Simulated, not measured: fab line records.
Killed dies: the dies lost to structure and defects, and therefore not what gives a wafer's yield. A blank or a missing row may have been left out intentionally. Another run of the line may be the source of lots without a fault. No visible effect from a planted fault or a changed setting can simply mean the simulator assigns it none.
fab line records | flow sky130 | part 1 of 2: steps 1 to 23 of 33
[record] lots = 5 | wafers = 15 | last_day = 50
route steps=708 shown RES_PROTECT@209 POLY_GATE@213 LDD_N@237
lots untouched by any fault: they come from a run of this same line in which no faults occurred
start_h: hours from the record's opening day to when the first of the lot's shown wafers began | wait_h: time in hours since the lot's previous step | " unchanged from the row above | L1.1+2: a row that stands for several wafers | - no value present, or no start provided | * or withheld: withheld | < > ~ a bound
route shown NAME@n: a module of which the file shows steps, and the number in the route of the first | usual: the fault-free wafers' mean and standard deviation | same: alike in all rows | chamber/n: place in a boat | sites: readings site by site | _std_site: standard deviation of those values | _edge_site: outer sites' mean less inner sites' | radius_mm: how far each site lies from the wafer's centre | mask NAME#n: copy n | behind: tool/chamber where the wafer was last shaped | hold: the reason the lot was held/the length of the hold in hours/how it ended | device: whichever transistor did not switch (one of n, p or np) | end of line: tests of these same wafers at the route's end | a step with no rows: only its recipe | killed: dies that structure and defects cost at the first sort, which is not the same as the wafer's yield | map: shows each die of a wafer: x if killed, . if not, _ if none is there
set.NAME: the run value of the setting; set.NAME@STEP: its run value at that earlier step | model.NAME: the simulator's own value behind a step, which no gauge read
certain route steps with their lots: each step a table, each wafer a row
services: from which hour (start_h, from the record's first day; less than 0 if before it) a tool's chamber was out of use, for how many hours, and why
[[steps]]
[step SKY_RES_PROTECT_SOFTBAKE_03]
[recipe] temp_c = 90 | time_s = 60 | resist = NOVOLAK
[usual] exhaust_pa = 45.0/0.97 | plate_temp_C = 90.01/0.11
lot.wafer | tool           | chamber | start_h | wait_h | exhaust_pa | plate_temp_C
L075.1    | litho_track-03 | 0       | 346.61  | 0.1    | 45.0       | 90.05
L075.4    | "              | 0       | "       | "      | 45.2       | 90.09
L075.5    | "              | 0       | "       | "      | 45.6       | 90.11
L089.1    | litho_track-02 | 0       | 452.61  | 0.1    | 44.1       | 89.94
L089.4    | "              | 0       | "       | "      | 42.7       | 89.94
L089.5    | "              | 0       | "       | "      | 44.3       | 89.91
L091.1    | litho_track-02 | 0       | 469.96  | 0.1    | 44.6       | 89.98
L091.3    | "              | 0       | "       | "      | 45.0       | 90.11
L091.5    | "              | 0       | "       | "      | 45.1       | 89.98
L094.3    | litho_track-04 | 0       | 494.62  | 0.1    | 45.2       | 89.89
L094.5    | "              | 0       | "       | "      | 46.1       | 89.97
L094.6    | "              | 0       | "       | "      | 45.4       | 90.04
L097.1    | litho_track-04 | 0       | 515.82  | 0.1    | 45.0       | 90.19
L097.5    | "              | 0       | "       | "      | 45.0       | 90.05
L097.6    | "              | 0       | "       | "      | 46.2       | 90.22
[step SKY_RES_PROTECT_EXPOSE_04]
[recipe] mask_id = RPM | na = 0.6 | source_shape = conventional | sigma_outer = 0.6 | polarization = unpolarized | target_cd_nm = 1270 | dose_mj = 131
[same] na = 0.6
lot.wafer  | tool             | chamber | start_h | wait_h | mask
L075.1+4+5 | iline_stepper-01 | 0       | -       | -      | RPM#0
L089.1+4+5 | iline_stepper-01 | 0       | -       | -      | RPM#0
L091.1+3+5 | iline_stepper-02 | 0       | -       | -      | RPM#0
L094.3+5+6 | iline_stepper-02 | 0       | -       | -      | RPM#0
L097.1+5+6 | iline_stepper-02 | 0       | -       | -      | RPM#0
[step SKY_RES_PROTECT_PEB_05]
[recipe] temp_c = withheld | time_s = * | resist = NOVOLAK
[usual] exhaust_pa = 45.1/0.84
lot.wafer | tool           | chamber | start_h | wait_h | exhaust_pa
L075.1    | litho_track-04 | 0       | -       | -      | 44.8
L075.4    | "              | 0       | "       | "      | 44.6
L075.5    | "              | 0       | "       | "      | 44.5
L089.1    | litho_track-03 | 0       | -       | -      | 45.7
L089.4    | "              | 0       | "       | "      | 44.7
L089.5    | "              | 0       | "       | "      | 45.9
L091.1    | litho_track-02 | 0       | -       | -      | 44.4
L091.3    | "              | 0       | "       | "      | 44.9
L091.5    | "              | 0       | "       | "      | 45.1
L094.3    | litho_track-03 | 0       | -       | -      | 44.3
L094.5    | "              | 0       | "       | "      | 45.7
L094.6    | "              | 0       | "       | "      | 45.0
L097.1    | litho_track-02 | 0       | -       | -      | 46.2
L097.5    | "              | 0       | "       | "      | 45.5
L097.6    | "              | 0       | "       | "      | 45.2
[step SKY_RES_PROTECT_DEVELOP_06]
[recipe] resist = NOVOLAK | developer = TMAH | develop_time_s = 60 | dev_temp_c = 23
[usual] exhaust_pa = 45.3/0.86
lot.wafer | tool           | chamber | start_h | wait_h | exhaust_pa
L075.1    | litho_track-04 | 0       | 359.92  | 0.1    | 45.8
L075.4    | "              | 0       | "       | "      | 46.2
L075.5    | "              | 0       | "       | "      | 45.7
L089.1    | litho_track-03 | 0       | 467.46  | 0.1    | 45.8
L089.4    | "              | 0       | "       | "      | 45.5
L089.5    | "              | 0       | "       | "      | 45.1
L091.1    | litho_track-02 | 0       | 486.01  | 0.1    | 44.6
L091.3    | "              | 0       | "       | "      | 45.1
L091.5    | "              | 0       | "       | "      | 45.3
L094.3    | litho_track-03 | 0       | 509.76  | 0.1    | 46.6
L094.5    | "              | 0       | "       | "      | 45.5
L094.6    | "              | 0       | "       | "      | 47.2
L097.1    | litho_track-02 | 0       | 530.76  | 0.1    | 45.4
L097.5    | "              | 0       | "       | "      | 43.9
L097.6    | "              | 0       | "       | "      | 44.8
[step SKY_POLY_GATE_IMPLANT_02]
[recipe] species = P | energy_kev = 30 | dose_cm2 = 7.7e+15 | tilt_deg = 0
[same] implant_ion_amu = 31
lot.wafer  | tool         | chamber | start_h | wait_h
L075.1+4+5 | implanter-02 | 0       | 360.07  | 0.1
L089.1+4+5 | implanter-03 | 0       | 467.61  | 0.1
L091.1+3+5 | implanter-03 | 0       | 486.16  | 0.1
L094.3+5+6 | implanter-01 | 0       | 509.91  | 0.1
L097.1+5+6 | implanter-02 | 0       | 530.91  | 0.1
[step SKY_RES_PROTECT_STRIP_07]
[recipe] chemistry = O2/N2 | power_w = 1400 | pressure_mtorr = 1500 | platen_temp_c = withheld | o2_flow_sccm = 3000 | n2_flow_sccm = 300 | overash_fraction = 0.5
[usual] drypump_motor_current_A = 6.0/0.48 | n2_flow_sccm = 300.1/0.82 | oes_product_au = 0.517/0.0046 | strip_time_to_endpoint_s = 23.30/0.046
lot.wafer | tool            | chamber | start_h | wait_h | drypump_motor_current_A | n2_flow_sccm | oes_product_au | rf_hours_counter_h | strip_time_to_endpoint_s
L075.1    | plasma_asher-03 | 0       | 360.22  | 0.1    | 6.3                     | 298.6        | 0.511          | 53                 | 23.38
L075.4    | "               | 1       | "       | "      | 6.5                     | 299.1        | 0.519          | -                  | 23.33
L075.5    | "               | 1       | "       | "      | 6.5                     | 299.4        | 0.521          | -                  | 23.34
L089.1    | plasma_asher-04 | 0       | 467.76  | 0.1    | 6.3                     | 298.5        | 0.518          | 77                 | 23.24
L089.4    | "               | 1       | "       | "      | 5.2                     | 299.9        | 0.512          | -                  | 23.32
L089.5    | "               | 0       | "       | "      | 6.3                     | 299.6        | 0.520          | -                  | 23.34
L091.1    | plasma_asher-03 | 1       | 486.31  | 0.1    | 6.5                     | 300.6        | 0.521          | 66                 | 23.31
L091.3    | "               | 1       | "       | "      | 6.5                     | 300.9        | 0.521          | -                  | 23.39
L091.5    | "               | 1       | "       | "      | 6.5                     | 300.8        | 0.518          | -                  | 23.30
L094.3    | plasma_asher-02 | 1       | 510.04  | 0.1    | 6.0                     | 300.1        | 0.512          | -                  | 23.26
L094.5    | "               | 1       | "       | "      | 6.1                     | 301.1        | 0.509          | -                  | 23.18
L094.6    | "               | 0       | "       | "      | 5.7                     | 300.5        | 0.520          | -                  | 23.24
L097.1    | plasma_asher-03 | 1       | 531.06  | 0.1    | 6.5                     | 300.5        | 0.514          | 70                 | 23.21
L097.5    | "               | 1       | "       | "      | 6.5                     | 299.8        | 0.521          | -                  | 23.27
L097.6    | "               | 0       | "       | "      | 6.3                     | 300.0        | 0.510          | -                  | 23.28
[step SKY_RES_PROTECT_TW_MEAS_08]
[usual] POLY_GATE_TW = 4018/48
lot.wafer | tool          | chamber | start_h | wait_h | POLY_GATE_TW
L075.1    | film_metro-03 | -       | 360.32  | 0.1    | 3986
L075.4    | "             | -       | "       | "      | 3992
L075.5    | "             | -       | "       | "      | 3995
L089.1    | film_metro-01 | -       | 467.86  | 0.1    | 3952
L089.4    | "             | -       | "       | "      | 3961
L089.5    | "             | -       | "       | "      | 3945
L091.1    | film_metro-01 | -       | 486.43  | 0.1    | 3977
L091.3    | "             | -       | "       | "      | 3945
L091.5    | "             | -       | "       | "      | 3960
L094.3    | film_metro-01 | -       | 510.13  | 0.1    | 3962
L094.5    | "             | -       | "       | "      | 3963
L094.6    | "             | -       | "       | "      | 3967
L097.1    | film_metro-04 | -       | 531.16  | 0.1    | 4112
L097.5    | "             | -       | "       | "      | 4115
L097.6    | "             | -       | "       | "      | 4112
[step SKY_RES_PROTECT_CLEAN_09]
[recipe] chemistry = SC1/SC2 | mix = 1:4:20 | temp_c = 70 | time_s = 150 | dry = n2_spin
lot.wafer  | tool         | chamber | start_h | wait_h
L075.1+4+5 | wet_bench-01 | 1       | 360.38  | 0.1
L089.1+4+5 | wet_bench-03 | 0       | 467.92  | 0.1
L091.1+3+5 | wet_bench-03 | 3       | 486.49  | 0.1
L094.3+5+6 | wet_bench-03 | 3       | 510.17  | 0.0
L097.1+5+6 | wet_bench-03 | 3       | 531.22  | 0.1
[step SKY_POLY_GATE_CVD_03]
[recipe] material = Si3N4 | precursor = DCS/NH3 | target_thk_nm = 75 | temp_c = 770 | time_s = 1290 | pressure_mtorr = 250
[usual] spike_tc_centre_C = 769.4/1 | zone_power_lower_pct = 12.8/0.43
lot.wafer | tool     | chamber | start_h | wait_h | spike_tc_centre_C | zone_power_lower_pct
L075.1    | lpcvd-02 | 0       | 360.57  | 0.1    | 770.0             | 12.3
L075.4    | "        | 0       | "       | "      | 768.9             | 12.3
L075.5    | "        | 0       | "       | "      | 770.4             | 12.3
L089.1    | lpcvd-02 | 1       | 467.97  | 0.0    | 769.4             | 13.0
L089.4    | "        | 1       | "       | "      | 768.7             | 13.2
L089.5    | "        | 1       | "       | "      | 770.4             | 13.2
L091.1    | lpcvd-02 | 1       | 486.54  | 0.0    | 769.1             | 13.0
L091.3    | "        | 1       | "       | "      | 770.4             | 13.4
L091.5    | "        | 1       | "       | "      | 770.3             | 13.2
L094.3    | lpcvd-02 | 1       | 510.87  | 0.6    | 771.3             | 13.2
L094.5    | "        | 1       | "       | "      | 769.8             | 13.3
L094.6    | "        | 1       | "       | "      | 767.8             | 13.0
L097.1    | lpcvd-02 | 0       | 531.27  | 0.0    | 769.4             | 12.6
L097.5    | "        | 0       | "       | "      | 769.9             | 12.5
L097.6    | "        | 0       | "       | "      | 768.4             | 12.6
[step SKY_POLY_GATE_THK_MEAS_04]
[recipe] reads = Si3N4_of_POLY_GATE_CVD_03
[usual] POLY_GATE_CVD_03_THK = 75.2/0.78
lot.wafer | tool          | chamber | start_h | wait_h | POLY_GATE_CVD_03_THK[nm]
L075.1    | film_metro-04 | -       | 361.93  | 0.0    | 74.1
L075.4    | "             | -       | "       | "      | 74.3
L075.5    | "             | -       | "       | "      | 74.1
L089.1    | film_metro-01 | -       | 469.33  | 0.0    | 76.4
L089.4    | "             | -       | "       | "      | 76.1
L089.5    | "             | -       | "       | "      | 76.2
L091.1    | film_metro-04 | -       | 487.90  | 0.0    | 76.0
L091.3    | "             | -       | "       | "      | 76.4
L091.5    | "             | -       | "       | "      | 76.4
L094.3    | film_metro-04 | -       | 512.25  | 0.0    | 76.2
L094.5    | "             | -       | "       | "      | 76.6
L094.6    | "             | -       | "       | "      | 76.2
L097.1    | film_metro-02 | -       | 532.62  | 0.0    | 75.6
L097.5    | "             | -       | "       | "      | 76.0
L097.6    | "             | -       | "       | "      | 75.3
[step SKY_POLY_GATE_DEHYDRATE_05]
[recipe] temp_c = 200 | time_s = 60
[usual] exhaust_pa = 45.0/0.87 | plate_temp_C = 200.02/0.17
lot.wafer | tool           | chamber | start_h | wait_h | exhaust_pa | plate_temp_C
L075.1    | litho_track-01 | 0       | 375.39  | 13.5   | 46.6       | 199.82
L075.4    | "              | 0       | "       | "      | 45.1       | 200.29
L075.5    | "              | 0       | "       | "      | 46.8       | 200.03
L089.1    | litho_track-01 | 0       | 484.29  | 15.0   | 46.1       | 200.25
L089.4    | "              | 0       | "       | "      | 44.5       | 200.14
L089.5    | "              | 0       | "       | "      | 45.9       | 200.16
L091.1    | litho_track-02 | 0       | 502.36  | 14.4   | 44.8       | 200.09
L091.3    | "              | 0       | "       | "      | 44.6       | 199.74
L091.5    | "              | 0       | "       | "      | 45.4       | 199.97
L094.3    | litho_track-02 | 0       | 526.26  | 14.0   | 45.2       | 200.13
L094.5    | "              | 0       | "       | "      | 46.1       | 200.27
L094.6    | "              | 0       | "       | "      | 45.3       | 200.11
L097.1    | litho_track-02 | 0       | 547.30  | 14.7   | 44.4       | 200.00
L097.5    | "              | 0       | "       | "      | 43.4       | 199.86
L097.6    | "              | 0       | "       | "      | 43.8       | 200.00
[step SKY_POLY_GATE_HMDS_06]
[recipe] prime_time_s = 60 | prime_temp_c = 120
[usual] exhaust_pa = 44.9/0.9
[same] prime_time_s = 60
lot.wafer | tool           | chamber | start_h | wait_h | exhaust_pa
L075.1    | litho_track-01 | 0       | 375.54  | 0.1    | 47.1
L075.4    | "              | 0       | "       | "      | 45.7
L075.5    | "              | 0       | "       | "      | 45.9
L089.1    | litho_track-01 | 0       | 484.44  | 0.1    | 43.4
L089.4    | "              | 0       | "       | "      | 43.1
L089.5    | "              | 0       | "       | "      | 44.8
L091.1    | litho_track-02 | 0       | 502.51  | 0.1    | 46.2
L091.3    | "              | 0       | "       | "      | 44.0
L091.5    | "              | 0       | "       | "      | 45.0
L094.3    | litho_track-02 | 0       | 526.41  | 0.1    | 44.7
L094.5    | "              | 0       | "       | "      | 44.5
L094.6    | "              | 0       | "       | "      | 44.9
L097.1    | litho_track-02 | 0       | 547.45  | 0.1    | 44.6
L097.5    | "              | 0       | "       | "      | 44.8
L097.6    | "              | 0       | "       | "      | 44.8
[step SKY_POLY_GATE_COAT_07]
[recipe] resist = BARC | temp_c = withheld | time_s = withheld | spin_rpm = 3000 | resist_thk_nm = 110
[usual] exhaust_pa = 45.0/0.95 | spin_speed_rpm = 3000.3/1.6
lot.wafer | tool           | chamber | start_h | wait_h | exhaust_pa | spin_speed_rpm
L075.1    | litho_track-01 | 0       | 375.69  | 0.1    | 45.2       | 3001.8
L075.4    | "              | 0       | "       | "      | 45.8       | 3002.6
L075.5    | "              | 0       | "       | "      | 45.4       | 3001.3
L089.1    | litho_track-01 | 0       | 484.59  | 0.1    | 44.2       | 2999.0
L089.4    | "              | 0       | "       | "      | 44.3       | 3001.4
L089.5    | "              | 0       | "       | "      | 44.7       | 3002.3
L091.1    | litho_track-02 | 0       | 502.66  | 0.1    | 45.7       | 3003.5
L091.3    | "              | 0       | "       | "      | 45.4       | 2998.7
L091.5    | "              | 0       | "       | "      | 46.5       | 3000.5
L094.3    | litho_track-02 | 0       | 526.56  | 0.1    | 44.7       | 3000.1
L094.5    | "              | 0       | "       | "      | 45.2       | 3000.1
L094.6    | "              | 0       | "       | "      | 45.0       | 3001.5
L097.1    | litho_track-02 | 0       | 547.60  | 0.1    | 43.5       | 3001.1
L097.5    | "              | 0       | "       | "      | 43.5       | 2999.7
L097.6    | "              | 0       | "       | "      | 43.3       | 2998.5
[step SKY_POLY_GATE_COAT_08]
[recipe] resist = KrF-thick | spin_rpm = 3000 | resist_thk_nm = 450
[usual] exhaust_pa = 44.9/0.9 | spin_speed_rpm = 3000.1/1.5
lot.wafer | tool           | chamber | start_h | wait_h | exhaust_pa | spin_speed_rpm
L075.1    | litho_track-01 | 0       | -       | -      | 45.6       | 3002.1
L075.4    | "              | 0       | "       | "      | 44.9       | 2998.7
L075.5    | "              | 0       | "       | "      | 47.0       | 3001.0
L089.1    | litho_track-01 | 0       | -       | -      | 45.7       | 3000.9
L089.4    | "              | 0       | "       | "      | 44.0       | 3001.7
L089.5    | "              | 0       | "       | "      | 45.9       | 2999.3
L091.1    | litho_track-02 | 0       | -       | -      | 45.1       | 3000.6
L091.3    | "              | 0       | "       | "      | 45.9       | 2999.3
L091.5    | "              | 0       | "       | "      | 45.7       | 3001.7
L094.3    | litho_track-02 | 0       | -       | -      | 45.1       | 3000.2
L094.5    | "              | 0       | "       | "      | 44.7       | 3002.9
L094.6    | "              | 0       | "       | "      | 43.9       | 2997.6
L097.1    | litho_track-02 | 0       | -       | -      | 45.7       | 2999.3
L097.5    | "              | 0       | "       | "      | 44.8       | 3000.4
L097.6    | "              | 0       | "       | "      | 44.8       | 3000.9
[step SKY_POLY_GATE_SOFTBAKE_09]
[recipe] temp_c = 100 | time_s = 90 | resist = KrF-thick
[usual] exhaust_pa = 45.0/0.88 | plate_temp_C = 99.99/0.13
lot.wafer | tool           | chamber | start_h | wait_h | exhaust_pa | plate_temp_C
L075.1    | litho_track-01 | 0       | -       | -      | 46.5       | 99.89
L075.4    | "              | 0       | "       | "      | 45.6       | 99.92
L075.5    | "              | 0       | "       | "      | 45.2       | 99.88
L089.1    | litho_track-01 | 0       | -       | -      | 44.5       | 100.03
L089.4    | "              | 0       | "       | "      | 44.5       | 100.12
L089.5    | "              | 0       | "       | "      | 44.6       | 99.91
L091.1    | litho_track-02 | 0       | -       | -      | 43.6       | 99.91
L091.3    | "              | 0       | "       | "      | 44.3       | 100.06
L091.5    | "              | 0       | "       | "      | 43.4       | 100.23
L094.3    | litho_track-02 | 0       | -       | -      | 46.3       | 99.70
L094.5    | "              | 0       | "       | "      | 45.5       | 99.81
L094.6    | "              | 0       | "       | "      | 45.5       | 99.82
L097.1    | litho_track-02 | 0       | -       | -      | 44.7       | 99.88
L097.5    | "              | 0       | "       | "      | 44.2       | 100.00
L097.6    | "              | 0       | "       | "      | 45.0       | 99.94
[step SKY_POLY_GATE_EXPOSE_10]
[recipe] mask_id = P1M | na = 0.68 | source_shape = conventional | sigma_outer = 0.6 | target_cd_nm = 150 | dose_mj = 28
[same] na = 0.68
lot.wafer  | tool           | chamber | start_h | wait_h | mask
L075.1+4+5 | krf_scanner-02 | 0       | -       | -      | P1M#0
L089.1+4+5 | krf_scanner-02 | 0       | -       | -      | P1M#0
L091.1+3+5 | krf_scanner-02 | 0       | -       | -      | P1M#0
L094.3+5+6 | krf_scanner-01 | 0       | -       | -      | P1M#0
L097.1+5+6 | krf_scanner-01 | 0       | -       | -      | P1M#0
[step SKY_POLY_GATE_PEB_11]
[recipe] peb_temp_c = withheld | peb_time_s = withheld | resist = KrF-thick
[usual] exhaust_pa = 44.9/0.81
lot.wafer | tool           | chamber | start_h | wait_h | exhaust_pa
L075.1    | litho_track-01 | 0       | -       | -      | 45.1
L075.4    | "              | 0       | "       | "      | 45.2
L075.5    | "              | 0       | "       | "      | 43.6
L089.1    | litho_track-02 | 0       | -       | -      | 46.6
L089.4    | "              | 0       | "       | "      | 45.2
L089.5    | "              | 0       | "       | "      | 45.8
L091.1    | litho_track-03 | 0       | -       | -      | 46.5
L091.3    | "              | 0       | "       | "      | 44.4
L091.5    | "              | 0       | "       | "      | 45.8
L094.3    | litho_track-02 | 0       | -       | -      | 46.4
L094.5    | "              | 0       | "       | "      | 44.8
L094.6    | "              | 0       | "       | "      | 44.4
L097.1    | litho_track-01 | 0       | -       | -      | 45.3
L097.5    | "              | 0       | "       | "      | 45.4
L097.6    | "              | 0       | "       | "      | 44.4
[step SKY_POLY_GATE_DEVELOP_12]
[recipe] develop_time_s = 60 | resist = KrF-thick | dev_temp_c = 21
[usual] exhaust_pa = 44.9/0.99
lot.wafer | tool           | chamber | start_h | wait_h | exhaust_pa
L075.1    | litho_track-01 | 0       | -       | -      | 45.2
L075.4    | "              | 0       | "       | "      | 45.7
L075.5    | "              | 0       | "       | "      | 44.5
L089.1    | litho_track-02 | 0       | -       | -      | 45.7
L089.4    | "              | 0       | "       | "      | 43.5
L089.5    | "              | 0       | "       | "      | 45.7
L091.1    | litho_track-03 | 0       | -       | -      | 44.3
L091.3    | "              | 0       | "       | "      | 45.6
L091.5    | "              | 0       | "       | "      | 44.9
L094.3    | litho_track-02 | 0       | -       | -      | 44.2
L094.5    | "              | 0       | "       | "      | 45.9
L094.6    | "              | 0       | "       | "      | 45.1
L097.1    | litho_track-01 | 0       | -       | -      | 44.4
L097.5    | "              | 0       | "       | "      | 43.8
L097.6    | "              | 0       | "       | "      | 44.8
[step SKY_POLY_GATE_CD_MEAS_13]
[recipe] target_cd_nm = 150
[usual] cd_nm = 149.8/1.3
lot.wafer | tool      | chamber | start_h | wait_h | cd_nm
L075.1    | cd_sem-02 | -       | 390.04  | -      | 149.9
L075.4    | "         | -       | "       | "      | 150.9
L075.5    | "         | -       | "       | "      | 150.1
L089.1    | cd_sem-02 | -       | 500.21  | -      | 148.3
L089.4    | "         | -       | "       | "      | 148.4
L089.5    | "         | -       | "       | "      | 149.9
L091.1    | cd_sem-02 | -       | 518.56  | -      | 149.6
L091.3    | "         | -       | "       | "      | 150.9
L091.5    | "         | -       | "       | "      | 150.6
L094.3    | cd_sem-02 | -       | 542.40  | -      | 151.0
L094.5    | "         | -       | "       | "      | 149.8
L094.6    | "         | -       | "       | "      | 151.3
L097.1    | cd_sem-01 | -       | 563.14  | -      | 149.6
L097.5    | "         | -       | "       | "      | 149.0
L097.6    | "         | -       | "       | "      | 150.2
[step SKY_POLY_GATE_OVL_MEAS_14]
[usual] POLY_GATE_OVL = 3/5.2
lot.wafer | tool       | chamber | start_h | wait_h | POLY_GATE_OVL[nm]
L075.1    | overlay-01 | -       | 390.16  | 0.1    | -7
L075.4    | "          | -       | "       | "      | -6
L075.5    | "          | -       | "       | "      | 2
L089.1    | overlay-02 | -       | 500.33  | 0.1    | 6
L089.4    | "          | -       | "       | "      | 8
L089.5    | "          | -       | "       | "      | 8
L091.1    | overlay-01 | -       | 518.68  | 0.1    | 6
L091.3    | "          | -       | "       | "      | 6
L091.5    | "          | -       | "       | "      | 7
L094.3    | overlay-01 | -       | 542.49  | 0.1    | 3
L094.5    | "          | -       | "       | "      | 9
L094.6    | "          | -       | "       | "      | -1
L097.1    | overlay-01 | -       | 563.26  | 0.1    | -1
L097.5    | "          | -       | "       | "      | -2
L097.6    | "          | -       | "       | "      | 0
[step SKY_POLY_GATE_ETCH_15]
[recipe] chemistry = N2/H2 | target = BARC | ion_energy_ev = 200 | source_w = 500 | bias_w = 100 | pressure_mtorr = 30 | n2_flow_sccm = 100 | h2_flow_sccm = 200 | stop_on = SiO2 | time_s = 118.5 | target_depth_a = 1100
[usual] drypump_motor_current_A = 5.5/0.33 | n2_flow_sccm = 100.0/0.33 | oes_product_au = 0.716/0.0041 | throttle_valve_pct = 13.214/0.0077
lot.wafer | tool        | chamber | start_h | wait_h | drypump_motor_current_A | n2_flow_sccm | oes_product_au | rf_hours_counter_h | throttle_valve_pct
L075.1    | rie_diel-04 | 2       | 390.20  | 0.0    | 5.8                     | 100.5        | 0.720          | 85                 | 13.208
L075.4    | "           | 0       | "       | "      | 5.3                     | 99.7         | 0.716          | 7                  | 13.216
L075.5    | "           | 0       | "       | "      | 5.3                     | 99.9         | 0.721          | -                  | 13.220
L089.1    | rie_diel-04 | 0       | 500.36  | 0.0    | 5.3                     | 100.4        | 0.711          | 10                 | 13.229
L089.4    | "           | 2       | "       | "      | 5.8                     | 100.3        | 0.714          | 87                 | 13.219
L089.5    | "           | 0       | "       | "      | 5.3                     | 100.0        | 0.719          | -                  | 13.223
L091.1    | rie_diel-01 | 0       | 518.72  | 0.0    | 5.8                     | 100.0        | 0.714          | 10                 | 13.214
L091.3    | "           | 2       | "       | "      | 6.3                     | 99.9         | 0.708          | 9                  | 13.206
L091.5    | "           | 1       | "       | "      | 5.6                     | 100.1        | 0.710          | -                  | 13.203
L094.3    | rie_diel-01 | 3       | 542.51  | 0.0    | 5.4                     | 99.9         | 0.719          | 48                 | 13.219
L094.5    | "           | 3       | "       | "      | 5.4                     | 99.7         | 0.721          | -                  | 13.221
L094.6    | "           | 0       | "       | "      | 5.9                     | 99.8         | 0.713          | -                  | 13.224
L097.1    | rie_diel-03 | 0       | 563.30  | 0.0    | 4.8                     | 100.3        | 0.723          | 65                 | 13.215
L097.5    | "           | 2       | "       | "      | 5.0                     | 99.4         | 0.721          | -                  | 13.205
L097.6    | "           | 3       | "       | "      | 6.1                     | 99.8         | 0.713          | -                  | 13.207
[step SKY_POLY_GATE_ETCH_16]
[recipe] stop_on = poly-Si | chemistry = CH3F/O2 | target = Si3N4 | source_w = 400 | bias_w = 80 | pressure_mtorr = 25 | ch3f_flow_sccm = 40 | O2_flow_sccm = 30 | time_s = 147.5 | target_depth_a = 750
[usual] drypump_motor_current_A = 5.5/0.33 | oes_product_au = 0.640/0.0049 | throttle_valve_pct = 10.535/0.009
lot.wafer | tool        | chamber | start_h | wait_h | drypump_motor_current_A | oes_product_au | rf_hours_counter_h | throttle_valve_pct
L075.1    | rie_diel-04 | 2       | 390.28  | 0.0    | 5.8                     | 0.641          | 85                 | 10.527
L075.4    | "           | 0       | "       | "      | 5.3                     | 0.633          | 7                  | 10.540
L075.5    | "           | 0       | "       | "      | 5.3                     | 0.636          | -                  | 10.545
L089.1    | rie_diel-04 | 0       | 500.44  | 0.0    | 5.3                     | 0.636          | 10                 | 10.538
L089.4    | "           | 2       | "       | "      | 5.8                     | 0.647          | 87                 | 10.534
L089.5    | "           | 0       | "       | "      | 5.3                     | 0.639          | -                  | 10.528
L091.1    | rie_diel-01 | 0       | 518.80  | 0.0    | 5.8                     | 0.650          | 10                 | 10.523
L091.3    | "           | 2       | "       | "      | 6.2                     | 0.640          | 9                  | 10.527
L091.5    | "           | 1       | "       | "      | 5.6                     | 0.654          | -                  | 10.546
L094.3    | rie_diel-01 | 3       | 542.59  | 0.0    | 5.4                     | 0.646          | 49                 | 10.541
L094.5    | "           | 3       | "       | "      | 5.4                     | 0.650          | -                  | 10.526
L094.6    | "           | 0       | "       | "      | 5.8                     | 0.653          | -                  | 10.525
L097.1    | rie_diel-03 | 0       | 563.38  | 0.0    | 4.9                     | 0.646          | 65                 | 10.545
L097.5    | "           | 2       | "       | "      | 5.0                     | 0.642          | -                  | 10.526
L097.6    | "           | 3       | "       | "      | 6.1                     | 0.639          | -                  | 10.549
[step SKY_POLY_GATE_ETCH_17]
[recipe] target_depth_nm = 180 | stop_on = SiO2 | over_etch_frac = 0.56667 | chemistry = HBr/Cl2 | target = poly-Si | icp_w = 400 | bias_w = 100 | pressure_mtorr = 10 | HBr_flow_sccm = 150 | Cl2_flow_sccm = 50 | time_s = 70.5
[usual] drypump_motor_current_A = 5.9/0.47 | mfc_cl2_sccm = 50.01/0.17 | oes_product_au = 0.991/0.0075 | throttle_valve_pct = 33.685/0.01
lot.wafer | tool      | chamber | start_h | wait_h | drypump_motor_current_A | mfc_cl2_sccm | oes_product_au | rf_hours_counter_h | throttle_valve_pct
L075.1    | rie_si-02 | 0       | 390.38  | 0.0    | 5.1                     | 49.90        | 0.995          | 5                  | 33.686
L075.4    | "         | 1       | "       | "      | 6.0                     | 50.22        | 0.981          | 1                  | 33.683
L075.5    | "         | 2       | "       | "      | 6.5                     | 49.96        | 0.986          | -                  | 33.704
L089.1    | rie_si-01 | 0       | 500.54  | 0.0    | 6.4                     | 49.88        | 0.994          | 46                 | 33.679
L089.4    | "         | 3       | "       | "      | 6.1                     | 49.90        | 0.998          | 2                  | 33.688
L089.5    | "         | 0       | "       | "      | 6.4                     | 49.96        | 0.989          | -                  | 33.675
L091.1    | rie_si-01 | 2       | 518.90  | 0.0    | 5.4                     | 50.35        | 0.992          | 2                  | 33.699
L091.3    | "         | 1       | "       | "      | 6.2                     | 50.48        | 0.978          | 20                 | 33.688
L091.5    | "         | 0       | "       | "      | 6.4                     | 49.73        | 0.984          | -                  | 33.689
L094.3    | rie_si-02 | 3       | 542.69  | 0.0    | 5.4                     | 49.98        | 0.998          | 7                  | 33.697
L094.5    | "         | 3       | "       | "      | 5.5                     | 49.68        | 0.995          | -                  | 33.698
L094.6    | "         | 0       | "       | "      | 5.2                     | 49.85        | 0.996          | -                  | 33.675
L097.1    | rie_si-01 | 2       | 563.48  | 0.0    | 5.4                     | 50.16        | 0.981          | 2                  | 33.700
L097.5    | "         | 3       | "       | "      | 6.1                     | 50.22        | 0.997          | -                  | 33.684
L097.6    | "         | 2       | "       | "      | 5.4                     | 49.91        | 0.985          | -                  | 33.685
